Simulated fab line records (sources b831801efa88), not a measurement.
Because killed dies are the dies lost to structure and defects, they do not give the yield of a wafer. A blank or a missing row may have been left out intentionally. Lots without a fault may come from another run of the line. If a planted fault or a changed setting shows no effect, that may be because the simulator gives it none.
Which tool was responsible?    flow gf180mcu    Sampling: 13 lots, 39 wafers, 5 of 602 route steps

## WHAT EACH GAUGE READ, for each wafer
GF_DNWELL_TW_MEAS_09.
lot   measured     on             DNWELL_TW
L902  day 2 19:23  film_metro-01  1349 1355 1352
L905  day 3 10:52  film_metro-02  1324 1331 1342
L906  day 3 16:49  film_metro-01  1347 1346 1342
L907  day 3 22:43  film_metro-02  1335 1328 1329
L909  day 4 09:14  film_metro-02  1337 1327 1329
L910  day 4 14:05  film_metro-03  1324 1323 1324
L911  day 4 17:58  film_metro-01  1339 1340 1336
L916  day 6 00:11  film_metro-03  1595 1587 1591
L918  day 6 07:10  film_metro-02  1575 1577 1578
L920  day 6 18:25  film_metro-02  1337 1342 1334
L921  day 6 23:49  film_metro-03  1318 1323 1331
L923  day 7 11:29  film_metro-03  1336 1329 1339
L925  day 7 20:21  film_metro-01  1351 1350 1344

GF_HV_LDD_OVL_MEAS_32.
lot   measured      on          HV_LDD_02_OVL (nm)
L902  day 11 18:18  overlay-02  0.6 1.1 0.0
L905  day 12 10:23  overlay-01  0.7 0.1 0.2
L906  day 12 19:38  overlay-01  1.7 0.6 1.9
L907  day 13 03:32  overlay-02  1.1 -0.2 0.5
L909  day 13 20:26  overlay-02  3.0 1.2 0.9
L910  day 14 03:53  overlay-02  0.8 0.1 1.2
L911  day 14 05:18  overlay-01  1.6 1.1 2.0
L916  day 16 03:30  overlay-02  2.3 1.6 2.3
L918  day 16 13:53  overlay-02  1.9 0.9 0.9
L920  day 17 08:06  overlay-02  0.0 0.0 0.1
L921  day 17 19:14  overlay-01  2.1 0.8 -0.3
L923  day 18 12:20  overlay-02  3.0 0.7 1.2
L925  day 19 01:21  overlay-02  2.8 0.6 0.7

GF_HV_LDD_CD_MEAS_46 targets a cd of 400 nm.
lot   measured      on         cd_nm (nm)
L902  day 12 14:21  cd_sem-01  399.6 399.8 398.3
L905  day 13 06:22  cd_sem-01  395.7 397.6 398.3
L906  day 13 16:46  cd_sem-02  399.0 400.5 401.1
L907  day 14 00:28  cd_sem-02  399.3 398.0 396.8
L909  day 14 17:29  cd_sem-01  398.5 397.9 400.2
L910  day 15 01:10  cd_sem-02  398.9 399.1 399.1
L911  day 15 02:04  cd_sem-02  405.0 405.8 405.9
L916  day 17 03:08  cd_sem-01  401.8 399.2 400.5
L918  day 17 13:53  cd_sem-01  398.1 397.6 398.4
L920  day 18 07:26  cd_sem-01  399.1 401.3 399.2
L921  day 18 19:35  cd_sem-01  400.8 398.2 399.5
L923  day 19 13:08  cd_sem-01  398.4 398.1 397.5
L925  day 20 02:41  cd_sem-01  399.4 399.1 402.1

## EACH LOT AND THE TOOL THAT RAN IT (in order: tool; ch and the chambers of the sampled wafers; start)
lot   GF_DNWELL_IMPLANT_07            GF_VT_IMPLANT_STRIP_09
L902  implanter-01 ch 0, day 2 19:09  plasma_asher-04 ch 0,1, day 5 18:01
L905  implanter-04 ch 0, day 3 10:37  plasma_asher-04 ch 0, day 6 11:11
L906  implanter-04 ch 0, day 3 16:34  plasma_asher-02 ch 0,1, day 6 17:58
L907  implanter-01 ch 0, day 3 22:28  plasma_asher-04 ch 0,1, day 6 23:20
L909  implanter-03 ch 0, day 4 09:00  plasma_asher-02 ch 0,1, day 7 11:31
L910  implanter-04 ch 0, day 4 13:50  plasma_asher-04 ch 0,1, day 7 18:13
L911  implanter-03 ch 0, day 4 17:45  plasma_asher-02 ch 0,1, day 7 20:41
L916  implanter-04 ch 0, day 5 23:56  plasma_asher-04 ch 0,1, day 9 07:44
L918  implanter-04 ch 0, day 6 06:55  plasma_asher-04 ch 0,1, day 9 15:37
L920  implanter-01 ch 0, day 6 18:10  plasma_asher-02 ch 0,1, day 10 05:37
L921  implanter-01 ch 0, day 6 23:34  plasma_asher-02 ch 0,1, day 10 12:01
L923  implanter-01 ch 0, day 7 11:14  plasma_asher-04 ch 0,1, day 11 01:10
L925  implanter-01 ch 0, day 7 20:08  plasma_asher-04 ch 0,1, day 11 10:36
- GF_DNWELL_IMPLANT_07
- GF_VT_IMPLANT_STRIP_09: strips in O2/N2.

## AS READ BY THE TOOLS THEMSELVES (means over the sampled wafers that have a number; for cases with no such wafer, the mark the record gives instead)
GF_DNWELL_IMPLANT_07.
lot   tool          beam_on_s (s)  dose_ions_cm2  faraday_current_uA
L902  implanter-01  10.02          9.9950e+12     56.1
L905  implanter-04  9.88           1.0001e+13     57.0
L906  implanter-04  10.04          9.9903e+12     56.4
L907  implanter-01  10.06          9.9953e+12     56.1
L909  implanter-03  9.91           1.0004e+13     56.9
L910  implanter-04  10.21          9.9917e+12     55.2
L911  implanter-03  9.97           1.0002e+13     56.5
L916  implanter-04  10.09          1.6929e+13     94.9
L918  implanter-04  9.92           1.6921e+13     96.1
L920  implanter-01  9.95           1.0010e+13     56.6
L921  implanter-01  10.11          1.0007e+13     55.7
L923  implanter-01  9.96           9.9997e+12     56.5
L925  implanter-01  9.89           1.0014e+13     56.9

GF_VT_IMPLANT_STRIP_09.
lot   tool             drypump_motor_current_A (A)  heater_power_w (W)  oes_product_au (a.u.)  strip_time_to_endpoint_s (s)
L902  plasma_asher-04  5.5                          294                 0.720                  12.62
L905  plasma_asher-04  5.8                          274                 0.717                  12.58
L906  plasma_asher-02  5.1                          367                 0.712                  12.61
L907  plasma_asher-04  5.2                          316                 0.719                  12.63
L909  plasma_asher-02  5.6                          374                 0.716                  12.65
L910  plasma_asher-04  5.2                          310                 0.711                  12.65
L911  plasma_asher-02  5.6                          375                 0.711                  12.58
L916  plasma_asher-04  5.5                          292                 0.714                  12.58
L918  plasma_asher-04  5.1                          307                 0.711                  12.60
L920  plasma_asher-02  5.6                          369                 0.714                  12.62
L921  plasma_asher-02  5.1                          364                 0.716                  12.62
L923  plasma_asher-04  5.5                          294                 0.713                  12.58
L925  plasma_asher-04  5.2                          308                 0.717                  12.56

## THE ANSWER, worked out from the rows above alone
Rule: what is usual is taken from the lots themselves. The widest of any qualifying gaps counts: lots, ordered by their means at a reading, are off when they make up no more than a third of the lots, leave a main group of 4 or more, and stand apart from it by 3 or more times the standard deviation of that group's means. The tables above print the reading to a certain number of digits; a main group whose means all agree to those digits is not used. A lot without any number at a reading at which 4 lots or more have one is off too. The other lots that the step has rows for count as sound. The gauges are gone through in route order, then the tools' own readings, and for those a lot's mean is taken as printed above. The first step at which some lot is off is used, and at that step the reading that is off furthest; a lot without a number counts as furthest.
Off: at GF_DNWELL_TW_MEAS_09 (DNWELL_TW), L916, L918. The main group: mean 1336, standard deviation 8.9.
If a tool, at a process step before that reading, ran all the lots that are off and no sound lot after the first of them, it fits. The gauges at GF_DNWELL_TW_MEAS_09 aren't tried: what is off there is off at GF_DNWELL_IMPLANT_07 too, on other tools, and a gauge's error can't cause that. One fits: GF_DNWELL_IMPLANT_07 on implanter-04. Its last sound lot is L910 (day 4 13:50), its first lot that is off L916 (day 5 23:56): a fault that began between those two fits.
The tool's own readings at GF_DNWELL_IMPLANT_07 bear it out: on the lots that are off they differ by more than 5 times the standard deviation of the sound lots' means. dose_ions_cm2 reads 1.6925e+13 there against 1.0001e+13 on the sound lots; faraday_current_uA reads 95.5 there against 56.4 on the sound lots.

## WHAT WAS PUT IN BY THE SIMULATOR
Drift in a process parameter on implanter-04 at GF_DNWELL_IMPLANT_07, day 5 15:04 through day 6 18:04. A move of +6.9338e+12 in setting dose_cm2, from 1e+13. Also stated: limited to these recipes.
Lots struck among those shown: L916, L918. This agrees with what the rule above found.
